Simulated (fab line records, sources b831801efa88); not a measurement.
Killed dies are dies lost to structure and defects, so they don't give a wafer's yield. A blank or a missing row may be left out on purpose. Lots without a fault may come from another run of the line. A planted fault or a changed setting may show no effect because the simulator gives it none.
A struck lot beside a sound one | flow sky130 | 16 steps out of a route of 708
Sound: wafers L430.3, L430.5, L430.6. Struck: wafer L437.6. (L437.1, L437.4 of the same lot were not struck and are left out.) The cause comes at the end.
At each step with rows: each side's tool, then ch and its chambers, then its first start. Under that, the readings that differ: sound wafers | struck wafers | difference of the means | sigmas: that difference in standard deviations of wafers without a fault.
alike: readings whose means differ by less than 2 such deviations, and words and numbers that are the same on both sides. not compared: withheld readings, readings that some wafer has no value for, bounds like >300 that may hide the same value, and numbers for which the record gives no deviation and whose values overlap.
The two part at a step that has a row with sigmas, a row that says differs or no value, or rows on one side only. Numbers that don't overlap but have no deviation are shown without sigmas and don't part them. A reading that every wafer of one side lacks parts them only if that side has two wafers or more.

first, 2 steps without rows for these wafers: SKY_METAL3_PEB_11; SKY_METAL3_DEVELOP_12 (develop time 60 s).
SKY_METAL3_CD_MEAS_13: target cd 300 nm.
  sound on cd_sem-01, day 40 14:07; struck on cd_sem-01, day 42 07:37
  alike: cd_nm
SKY_METAL3_OVL_MEAS_14:
  sound on overlay-02, day 40 14:13; struck on overlay-01, day 42 07:44
  alike: METAL3_OVL
SKY_METAL3_DESCUM_15: chemistry O2, time 8 s.
  sound on rie_metal-02 ch 0, day 40 14:15; struck on rie_metal-01 ch 0, day 42 07:46
  alike: drypump_motor_current_A, oes_product_au
  not compared: rf_hours_counter_h
then, 1 step without rows for these wafers: SKY_METAL3_ETCH_16 (etches BARC in N2/H2, stops on SiO2, time 88.2 s, target depth 60 nm).
SKY_METAL3_ETCH_17: etches SiO2 in C4F8/O2/Ar, stops on TiN, time 3.9 s, target depth 15 nm.
  sound on rie_diel-03 ch 0,1, day 40 14:29; struck on rie_diel-04 ch 1, day 42 07:54
  alike: oes_product_au
  not compared: rf_hours_counter_h
SKY_METAL3_METAL_ETCH_18: etches the open film in Cl2/BCl3, stops on SiO2, target depth 845 nm, time 183.1 s.
  sound on rie_metal-01 ch 0,1, day 40 14:34; struck on rie_metal-02 ch 0, day 42 07:55
  alike: drypump_motor_current_A, oes_product_au, throttle_valve_pct
  not compared: rf_hours_counter_h
SKY_METAL3_STRIP_19: strips in O2/N2.
  sound on plasma_asher-01 ch 0,1, day 40 14:43; struck on plasma_asher-01 ch 0, day 42 08:06
  alike: drypump_motor_current_A, o2_flow_sccm, oes_product_au, strip_time_to_endpoint_s
  not compared: rf_hours_counter_h
then, 3 steps without rows for these wafers: SKY_METAL3_STRIP_20 (strips in post etch residue remover, time 1200 s); SKY_METAL3_CLEAN_21 (cleans in IPA, time 180 s); SKY_METAL3_CLEAN_22 (cleans in O3/DIW).
SKY_VIA3_HDPCVD_00: deposits SiO2, target thk 1635 nm, time 272.5 s.
  sound on hdpcvd-01 ch 0,1,2, day 40 15:17; struck on hdpcvd-02 ch 0, day 42 08:42
  reading                                  | sound             | struck | difference | sigmas
  run_length_s (s)                         | 299.5 299.7 300.4 | 251.8  | -48.1      | -99 or more
  model.SiO2_of_VIA3_HDPCVD_00.thk_nm (nm) | 1623 1627 1636    | 1325   | -304       |
SKY_VIA3_THK_MEAS_01:
  sound on film_metro-02, day 40 15:28; struck on film_metro-04, day 42 08:52
  reading              | sound          | struck | difference | sigmas
  VIA3_HDPCVD_THK (nm) | 1622 1626 1635 | 1325   | -303       | -22
SKY_VIA3_CMP_02: polishes SiO2.
  sound on cmp-02 ch 0,3, day 40 15:31; struck on cmp-01 ch 1, day 42 08:55
  alike: motor_current_A, slurry_filter_dp_kPa
then, 1 step without rows for these wafers: SKY_PAD_OPEN_PROBE_99.

WHERE THEY PART
First at SKY_VIA3_HDPCVD_00; last, within this record, at SKY_VIA3_THK_MEAS_01. Later steps at which nothing parts them and some readings are alike: SKY_VIA3_CMP_02.

WHY: what the simulator had put in
Process parameter drift: hdpcvd-02, from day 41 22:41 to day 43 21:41, at SKY_VIA3_HDPCVD_00. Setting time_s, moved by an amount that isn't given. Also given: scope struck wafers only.
